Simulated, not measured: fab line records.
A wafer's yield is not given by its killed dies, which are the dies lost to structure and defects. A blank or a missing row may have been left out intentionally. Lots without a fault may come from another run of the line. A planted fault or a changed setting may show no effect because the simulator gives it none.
Check of tool commonality | flow sky130 | Sample size 14 lots and 42 wafers

## REASON FOR OPENING
SKY_NWELL_RS_MEAS_29, reading NWELL_RS: flagged on 2 of 14 lots. No-fault wafers: 624.9 ohm/sq, standard deviation 1.5.
Rule: a lot is flagged in two cases, either no wafer of it has a number, or all its wafers with numbers fall more than 4 standard deviations from that mean. The rest of the lots are taken to be sound.

lot  | measured     | on            | NWELL_RS (ohm/sq), wafer by wafer | flag
L273 | day 5 06:53  | film_metro-02 | 624.2 623.3 625.4                 |
L274 | day 5 13:29  | film_metro-03 | 626.7 625.5 627.3                 |
L275 | day 5 16:48  | film_metro-02 | 625.5 624.6 624.0                 |
L277 | day 6 18:28  | film_metro-02 | 623.2 625.5 626.7                 |
L278 | day 6 20:58  | film_metro-01 | 624.5 625.5 625.4                 |
L279 | day 6 22:34  | film_metro-03 | 625.5 624.2 623.4                 |
L282 | day 7 17:05  | film_metro-01 | 624.6 623.2 624.4                 |
L284 | day 8 02:09  | film_metro-03 | 620.3 622.1 623.5                 |
L289 | day 9 06:02  | film_metro-02 | 652.2 654.1 653.7                 | FLAGGED
L290 | day 9 11:34  | film_metro-02 | 650.9 649.6 649.2                 | FLAGGED
L293 | day 10 07:34 | film_metro-01 | 626.4 625.6 624.1                 |
L294 | day 10 23:25 | film_metro-02 | 623.2 623.6 624.1                 |
L295 | day 11 02:49 | film_metro-01 | 626.2 624.4 623.7                 |
L296 | day 11 03:43 | film_metro-01 | 625.4 622.5 624.0                 |
The mean of the flagged lots' numbers is 651.6 ohm/sq, +26.7 ohm/sq from the usual (+18 standard deviations).

## TOOL THAT RAN EACH LOT
The record keeps 1 process step preceding the reading, out of 708 steps on the route. Read each cell as the tool, then ch plus the chambers that the sampled wafers visited, then the start.
lot  | flag    | SKY_NWELL_IMPLANT_13
L273 |         | implanter-02 ch 0, day 4 13:04
L274 |         | implanter-03 ch 0, day 4 19:11
L275 |         | implanter-03 ch 0, day 4 22:03
L277 |         | implanter-04 ch 0, day 5 23:28
L278 |         | implanter-04 ch 0, day 6 01:27
L279 |         | implanter-04 ch 0, day 6 02:34
L282 |         | implanter-02 ch 0, day 6 21:38
L284 |         | implanter-04 ch 0, day 7 05:53
L289 | FLAGGED | implanter-04, day 8 09:04
L290 | FLAGGED | implanter-03, day 8 14:48
L293 |         | implanter-04 ch 0, day 9 08:59
L294 |         | implanter-03 ch 0, day 10 00:43
L295 |         | implanter-03 ch 0, day 10 04:29
L296 |         | implanter-04 ch 0, day 10 04:36
What the steps here do:
- SKY_NWELL_IMPLANT_13
- SKY_NWELL_RS_MEAS_29: measures by four-point-probe.

## FLAGGED AGAINST TOTAL, ONE TOOL AT A TIME (gauges that did the reading follow at the end)
step                 | tool          | lots run | flagged | share of the flagged lots | sound lots run after its first flagged lot
SKY_NWELL_IMPLANT_13 | implanter-02  | 2        | 0       | none                      | -
SKY_NWELL_IMPLANT_13 | implanter-03  | 5        | 1       | some                      | 2 (L294,L295)
SKY_NWELL_IMPLANT_13 | implanter-04  | 7        | 1       | some                      | 2 (L293,L296)
SKY_NWELL_RS_MEAS_29 | film_metro-01 | 5        | 0       | none                      | -
SKY_NWELL_RS_MEAS_29 | film_metro-02 | 6        | 2       | all                       | 1 (L294)
SKY_NWELL_RS_MEAS_29 | film_metro-03 | 3        | 0       | none                      | -

## THE TABLE: WHAT IT ALLOWS
All flagged lots share 1 row of the table, namely film_metro-02 at SKY_NWELL_RS_MEAS_29.
- film_metro-02 at SKY_NWELL_RS_MEAS_29: 2 of its 6 lots flagged. Sound lots ran on it after the first flagged one (L294), which a lasting fault on the whole tool wouldn't allow.
Not one row of the table ran every flagged lot while running no sound lot after the first.

## WHAT THE SIMULATOR PUT IN
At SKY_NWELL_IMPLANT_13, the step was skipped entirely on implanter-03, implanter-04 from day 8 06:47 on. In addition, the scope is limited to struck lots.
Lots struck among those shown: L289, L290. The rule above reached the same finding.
